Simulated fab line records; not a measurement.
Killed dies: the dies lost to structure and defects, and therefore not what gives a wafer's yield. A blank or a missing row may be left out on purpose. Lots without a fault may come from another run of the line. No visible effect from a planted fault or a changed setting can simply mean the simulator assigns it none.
Chamber matching + flow gf180mcu + GF_STI_CMP_25 on cmp-01: 4 sister chambers
The step polishes, stops on Si3N4, t overpolish 33 s, target thk 524.6 nm. 14 wafers are shown with their chamber, then 7 later ones without.

## WAFERS WITH THEIR CHAMBER
| wafer  | chamber | head_pressure_psi (psi) | motor_current_A (A) | time_to_endpoint_s (s) |
|--------|---------|-------------------------|---------------------|------------------------|
| L353.1 | 3       | 3.999                   | 12.9                | 121                    |
| L353.3 | 1       | 4.001                   | 13.7                | 116                    |
| L353.5 | 1       | 4.004                   | 12.8                | 112                    |
| L354.2 | 1       | 3.991                   | 13.5                | 121                    |
| L354.4 | 0       | 3.997                   | 11.5                | 114                    |
| L354.6 | 2       | 4.014                   | 12.9                | 118                    |
| L356.3 | 0       | 3.995                   | 11.2                | 122                    |
| L356.4 | 3       | 3.999                   | 12.2                | 125                    |
| L356.6 | 2       | 4.015                   | 11.9                | 119                    |
| L365.2 | 0       | 3.994                   | 11.3                | 122                    |
| L365.4 | 3       | 3.995                   | 11.9                | 128                    |
| L365.5 | 0       | 3.989                   | 11.6                | 120                    |
| L370.1 | 1       | 4.002                   | 13.6                | 122                    |
| L370.2 | 3       | 4.005                   | 11.9                | 128                    |

SIGNATURES, as means of the wafers listed above
| reading            | chamber 0 | chamber 1 | chamber 2 | chamber 3 | scatter within a chamber |
|--------------------|-----------|-----------|-----------|-----------|--------------------------|
| head_pressure_psi  | 3.99375   | 3.99950   | 4.01450   | 3.99950   | 0.00433                  |
| motor_current_A    | 11.400    | 13.400    | 12.400    | 12.225    | 0.42                     |
| time_to_endpoint_s | 119.50    | 117.75    | 118.50    | 125.50    | 3.76                     |
Rule: for a wafer and a chamber, the distance is found by dividing, reading by reading, the gap between the wafer's reading and the chamber's mean by the reading's scatter, squaring, summing and taking the root. If the next closest chamber is less than 2 further off than the closest, the wafer can't be placed; otherwise it belongs to the closest. The scatter: take each reading less its chamber's mean, square it, sum over the shown wafers, divide by the number of wafers less the number of chambers, and take the root.

## WAFERS WITH NO CHAMBER GIVEN
| wafer  | head_pressure_psi (psi) | motor_current_A (A) | time_to_endpoint_s (s) |
|--------|-------------------------|---------------------|------------------------|
| L370.3 | 4.014                   | 12.9                | 123                    |
| L373.2 | 3.998                   | 12.4                | 127                    |
| L373.4 | 4.000                   | 11.7                | 123                    |
| L373.5 | 4.002                   | 11.0                | 123                    |
| L376.1 | 3.997                   | 12.8                | 124                    |
| L376.3 | 4.010                   | 11.8                | 124                    |
| L376.5 | 3.994                   | 13.4                | 132                    |

## EACH ONE'S CHAMBER
| wafer  | from the rows above          | in truth |
|--------|------------------------------|----------|
| L370.3 | 2                            | 2        |
| L373.2 | 3                            | 3        |
| L373.4 | can't be placed: 3 or 0      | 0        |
| L373.5 | can't be placed: 0 or 3      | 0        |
| L376.1 | can't be placed: 3 or 1      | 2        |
| L376.3 | can't be placed: 2 or 3 or 0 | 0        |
| L376.5 | can't be placed: 3 or 1      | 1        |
Placed correctly: 2 of 7. Cannot be placed on the basis of these rows: 5; the candidates contain the true chamber in 4. 0 placed wrongly.
